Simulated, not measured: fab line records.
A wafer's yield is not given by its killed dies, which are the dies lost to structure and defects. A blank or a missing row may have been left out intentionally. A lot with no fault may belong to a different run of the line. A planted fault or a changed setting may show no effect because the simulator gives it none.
A struck lot beside a sound one ; flow gf180mcu ; 27 out of 602 route steps
Sound: wafers L792.2, L792.4, L792.6. Wafers L797.3, L797.4, L797.5 were the ones struck. Last of all comes the cause.
Order at every step that has rows: each side's tool, ch and its chambers, its first start. Under that, the readings that differ: sound wafers ; struck wafers ; difference of the means ; sigmas: that difference in standard deviations of wafers without a fault.
alike: readings whose means differ by less than 2 such deviations, and words and numbers that are the same on both sides. not compared: withheld readings, readings that some wafer has no value for, bounds like >300 that may hide the same value, and numbers for which the record gives no deviation and whose values overlap.
Wherever a step has rows on one side only, a row that says differs or no value, or a row with sigmas, the two part there. Numbers that don't overlap but have no deviation are shown without sigmas and don't part them. A reading that every wafer of one side lacks parts them only if that side has two wafers or more.

GF_HV_LDD_ETCHBACK_58: etches Si3N4 in CH3F/O2, stops on SiO2, time 100 s, target depth 90 nm.
  sound on rie diel-02 ch 0,2,3, day 17 00:08; struck on rie diel-01 ch 1,3, day 18 10:38
  alike: drypump motor current A, oes product au, throttle valve pct
  not compared: rf hours counter h
then, 7 steps without rows for these wafers: GF_NSD_DEHYDRATE_00 (time 60 s); GF_NSD_HMDS_01 (prime time 60 s); GF_NSD_COAT_02 (resist thk 1000 nm); GF_NSD_SOFTBAKE_03 (time 60 s); GF_NSD_EXPOSE_04 (exposes mask Nplus, target cd 400 nm); GF_NSD_PEB_05; GF_NSD_DEVELOP_06 (develop time 60 s).
GF_NSD_CD_MEAS_07 targets a cd of 400 nm.
  sound on cd sem-01, day 17 23:56; struck on cd sem-01, day 19 10:56
  alike: cd nm
GF_NSD_OVL_MEAS_08:
  sound on overlay-01, day 18 00:02; struck on overlay-01, day 19 11:01
  alike: NSD_OVL
then, 2 steps without rows for these wafers: GF_NSD_IMPLANT_09; GF_NSD_IMPLANT_10.
GF_NSD_STRIP_11: strips in O2/N2.
  sound on plasma asher-02 ch 0, day 18 00:22; struck on plasma asher-03 ch 0,1, day 19 11:23
  no value came back on the struck wafers for any of 6 readings (chamber pressure mTorr (mTorr), drypump motor current A (A) and others); on the sound wafers chamber pressure mTorr (mTorr) reads 1499.6 1501.5 1498.6
reading;sound;struck;difference;sigmas
model.NOVOLAK_of_NSD_COAT_02.thk nm (nm);0 0 0;998.6 997.8 997.2;+997.9;
  not compared: rf hours counter h
GF_NSD_TW_MEAS_12:
  sound on film metro-02, day 18 00:29; struck on film metro-02, day 19 11:28
  alike: NSD_TW
then, 7 steps without rows for these wafers: GF_PSD_DEHYDRATE_00 (time 60 s); GF_PSD_HMDS_01 (prime time 60 s); GF_PSD_COAT_02 (resist thk 1000 nm); GF_PSD_SOFTBAKE_03 (time 60 s); GF_PSD_EXPOSE_04 (exposes mask Pplus, target cd 400 nm); GF_PSD_PEB_05; GF_PSD_DEVELOP_06 (develop time 60 s).
GF_PSD_CD_MEAS_07 targets a cd of 400 nm.
  sound on cd sem-01, day 19 00:08; struck on cd sem-02, day 20 11:56
  alike: cd nm
GF_PSD_OVL_MEAS_08:
  sound on overlay-01, day 19 00:14; struck on overlay-01, day 20 12:02
  alike: PSD_OVL
then, 1 step without rows for these wafers: GF_PSD_IMPLANT_09.
GF_PSD_STRIP_10: strips in O2/N2.
  sound on plasma asher-03 ch 0,1, day 19 00:25; struck on plasma asher-01 ch 0,1, day 20 12:14
reading;sound;struck;difference;sigmas
oes product au (a.u.);0.600 0.597 0.593;0.658 0.655 0.649;+0.057;+13
strip time to endpoint s (s);16.55 16.50 16.55;31.50 31.47 31.54;+14.97;+99 or more
  alike: chamber pressure mTorr, drypump motor current A, heater power w, n2 flow sccm
  not compared: rf hours counter h
GF_PSD_TW_MEAS_11:
  sound on film metro-03, day 19 00:31; struck on film metro-04, day 20 12:20
reading;sound;struck;difference;sigmas
PSD_TW;3138 3148 3127;30 30 30;-3108;-99 or more
then, 1 step without rows for these wafers: GF_PSD_CLEAN_12 (cleans in SC1/SC2, time 150 s).

## WHERE THEY PART
Earliest at GF_NSD_STRIP_11; latest, in this record, at GF_PSD_TW_MEAS_11.

WHY: what had been put in by the simulator
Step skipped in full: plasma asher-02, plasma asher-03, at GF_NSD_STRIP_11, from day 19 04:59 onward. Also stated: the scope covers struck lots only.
